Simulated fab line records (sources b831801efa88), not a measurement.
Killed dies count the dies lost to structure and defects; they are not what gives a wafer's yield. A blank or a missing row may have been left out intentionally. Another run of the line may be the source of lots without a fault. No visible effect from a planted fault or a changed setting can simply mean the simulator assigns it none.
One fault through the eyes of 2 desks / flow sfq_line / only its own numbers are on each desk; what lay behind them is given at the end

FROM THE METROLOGY DESK
Means of the sampled wafers that have a number, per lot and without regard to the tool the lot ran on: this is what the gauges read. Marked OUT: a lot whose mean sits more than 4 standard deviations from the usual mean, which makes it out of limits; the brackets give that distance.
Columns: A = M7_OVL at SFQ_M7_OVL_MEAS_945, usual -3 nm; B = I7_BOW at SFQ_I7_BOW_MEAS_946, usual 9 um; C = I7_OVL at SFQ_I7_OVL_MEAS_947, usual 1 nm
lot=L303; first seen here=day 82 09:56; A=4; B=12; C=-2
lot=L307; first seen here=day 83 01:04; A=-4; B=2; C=-5
lot=L309; first seen here=day 83 15:28; A=-8; B=1; C=1
lot=L310; first seen here=day 83 23:52; A=-3; B=25; C=2
lot=L311; first seen here=day 84 02:16; A=-6; B=20; C=-5
lot=L316; first seen here=day 85 05:59; A=-7; B=-5; C=8
lot=L321; first seen here=day 87 11:32; A=-5; B=-1; C=-4
Finding of this desk: none of the 7 lots has anything out of limits.

AT THE TOOL OWNER'S DESK: krf_scanner-01
The tool's own readings at SFQ_TRILAYER_I7_VIA_LITHO_EXPOSE_188 (exposes mask I7, target cd 1000 nm): means of the sampled wafers that have a number, for each lot that ran on this tool. Marked OUT: a lot whose mean sits more than 4 standard deviations from the usual mean, which makes it out of limits; the brackets give that distance.
Columns: A = exposure_dose_mJ_cm2 at SFQ_TRILAYER_I7_VIA_LITHO_EXPOSE_188, usual 21.302; B = focus_offset_nm at SFQ_TRILAYER_I7_VIA_LITHO_EXPOSE_188, usual 0.1 nm
lot=L307; first seen here=day 87 10:44; A=21.284; B=0.2
lot=L309; first seen here=day 87 21:44; A=17.462 (-99 or more) OUT; B=0.9
lot=L310; first seen here=day 88 05:56; A=17.464 (-99 or more) OUT; B=-0.5
lot=L316; first seen here=day 89 10:17; A=17.435 (-99 or more) OUT; B=0.1
This desk finds L309, L310, L316 out of limits, L309 being first, at day 87 21:44 (exposure_dose_mJ_cm2 at SFQ_TRILAYER_I7_VIA_LITHO_EXPOSE_188). L307 stayed within limits.

PUT TOGETHER
The tool owner's desk had the chance to raise an alarm at day 87 21:44 on L309, L310, L316.
The metrology desk saw nothing out of limits.
The metrology desk has L309, L310, L316 on record, within its limits.
On krf_scanner-01, each named lot ran SFQ_TRILAYER_I7_VIA_LITHO_EXPOSE_188.

WHAT THE SIMULATOR HAD PUT IN
Drift in process parameters on krf_scanner-01 at SFQ_TRILAYER_I7_VIA_LITHO_EXPOSE_188, starting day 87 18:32. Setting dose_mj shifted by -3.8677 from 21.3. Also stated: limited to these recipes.
Lots struck among those shown: L309, L310, L316.
Each desk's first reading out of limits, in hours after the fault started: the tool owner's desk, 3.
